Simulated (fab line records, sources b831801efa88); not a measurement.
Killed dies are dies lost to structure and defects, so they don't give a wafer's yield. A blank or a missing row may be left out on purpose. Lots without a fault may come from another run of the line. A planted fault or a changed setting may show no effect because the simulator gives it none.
A struck lot beside a sound one | flow gf180mcu | 20 steps out of a route of 602
Sound: wafers L154.2, L154.3, L154.4. Struck: wafers L161.1, L161.3, L161.5. The cause comes at the end.
At each step with rows: each side's tool, then ch and its chambers, then its first start. Under that, the readings that differ: sound wafers | struck wafers | difference of the means | sigmas: that difference in standard deviations of wafers without a fault.
alike: readings whose means differ by less than 2 such deviations, and words and numbers that are the same on both sides. not compared: withheld readings, readings that some wafer has no value for, bounds like >300 that may hide the same value, and numbers for which the record gives no deviation and whose values overlap.
The two part at a step that has a row with sigmas, a row that says differs or no value, or rows on one side only. Numbers that don't overlap but have no deviation are shown without sigmas and don't part them. A reading that every wafer of one side lacks parts them only if that side has two wafers or more.

first, 1 step without rows for these wafers: GF_V4_CVD_00 (deposits SiO2, target thk 600 nm, time 100 s).
GF_V4_THK_MEAS_01:
  sound on film_metro-01, day 24 19:55; struck on film_metro-02, day 27 14:53
  alike: V4_CVD_00_THK
GF_V4_CVD_02: deposits SiO2 from TEOS, target thk 850 nm, time 94.851 s.
  sound on pecvd-01 ch 1,2, day 24 19:58; struck on pecvd-04 ch 0,1, day 27 14:57
  alike: heater_power_w, susceptor_temp_C
GF_V4_THK_MEAS_03:
  sound on film_metro-01, day 24 20:02; struck on film_metro-02, day 27 15:01
  alike: V4_CVD_02_THK
GF_V4_CMP_04: polishes SiO2.
  sound on cmp-01 ch 1,2,3, day 24 20:08; struck on cmp-02 ch 0,2, day 27 15:08
  alike: motor_current_A, platen_rpm, slurry_filter_dp_kPa, time_to_endpoint_s
GF_V4_BOW_MEAS_05:
  sound on film_metro-02, day 24 20:24; struck on film_metro-01, day 27 15:23
  reading     | sound       | struck      | difference | sigmas
  V4_BOW (um) | 132 147 133 | 115 126 119 | -17        | -2
then, 6 steps without rows for these wafers: GF_V4_DEHYDRATE_06 (time 60 s); GF_V4_HMDS_07 (prime time 60 s); GF_V4_COAT_08; GF_V4_COAT_09 (resist thk 1000 nm); GF_V4_SOFTBAKE_10 (time 60 s); GF_V4_EXPOSE_11 (exposes mask Via4, target cd 260 nm).
GF_V4_PEB_12: peb time 91.4 s.
  sound on litho_track-04 ch 0, day 25 17:34; struck on litho_track-02 ch 0, day 28 10:25
  reading                     | sound                | struck               | difference | sigmas
  heater_power_total_W (W)    | 85.59 85.45 85.63    | 89.65 89.48 89.60    | +4.02      | +41
  plate_sensor_t_centre_C (C) | 136.13 136.13 136.12 | 140.93 140.95 140.93 | +4.81      | +99 or more
  plate_sensor_t_edge_C (C)   | 136.3 136.28 136.29  | 141.12 141.11 141.12 | +4.83      | +99 or more
then, 1 step without rows for these wafers: GF_V4_DEVELOP_13 (develop time 60 s).
GF_V4_CD_MEAS_14: target cd 260 nm.
  sound on cd_sem-01, day 25 17:54; struck on cd_sem-01, day 28 10:46
  reading    | sound             | struck            | difference | sigmas
  cd_nm (nm) | 261.0 262.2 262.2 | 270.1 268.5 269.6 | +7.6       | +6
GF_V4_OVL_MEAS_15:
  sound on overlay-01, day 25 18:01; struck on overlay-01, day 28 10:53
  reading     | sound     | struck | difference | sigmas
  V4_OVL (nm) | -1 -13 -5 | 9 3 7  | +13        | +2
GF_V4_ETCH_16: etches BARC in N2/H2.
  sound on rie_diel-01 ch 0,2, day 25 18:02; struck on rie_diel-04 ch 0,1, day 28 10:55
  reading                     | sound             | struck          | difference | sigmas
  drypump_motor_current_A (A) | 5.6 6.6 6.5       | 5.2 5.5 5.5     | -0.8       | -2
  model.V4.cd_nm (nm)         | 261.4 262.3 262.5 | 270.1 269 269.8 | +7.6       |
  alike: oes_product_au, throttle_valve_pct
GF_V4_ETCH_17: etches SiO2 in C4F8/O2/Ar, stops on TiN, target depth 630 nm.
  sound on rie_diel-01 ch 0,2; struck on rie_diel-04 ch 0,1
  reading             | sound             | struck            | difference | sigmas
  model.V4.cd_nm (nm) | 261.6 261.5 261.7 | 269.4 269.2 270.2 | +8.0       |
  alike: oes_product_au
GF_V4_STRIP_18: strips in O2/N2.
  sound on plasma_asher-04 ch 0,1, day 25 18:10; struck on plasma_asher-03 ch 0,1, day 28 11:03
  alike: drypump_motor_current_A, heater_power_w, oes_product_au
  not compared: rf_hours_counter_h
-- the record jumps here: 4 days lie between the struck wafers' starts before and after (it left off in module V4 and takes up again in module PASSIVATION, whose first step shown is number 602 of the route) --
GF_PASSIVATION_PROBE_99:
  the record has rows for the struck wafers here (prober-01, day 32 15:56) and none for the sound ones

WHERE THEY PART
First at GF_V4_BOW_MEAS_05; last, within this record, at GF_PASSIVATION_PROBE_99.

WHY: what the simulator had put in
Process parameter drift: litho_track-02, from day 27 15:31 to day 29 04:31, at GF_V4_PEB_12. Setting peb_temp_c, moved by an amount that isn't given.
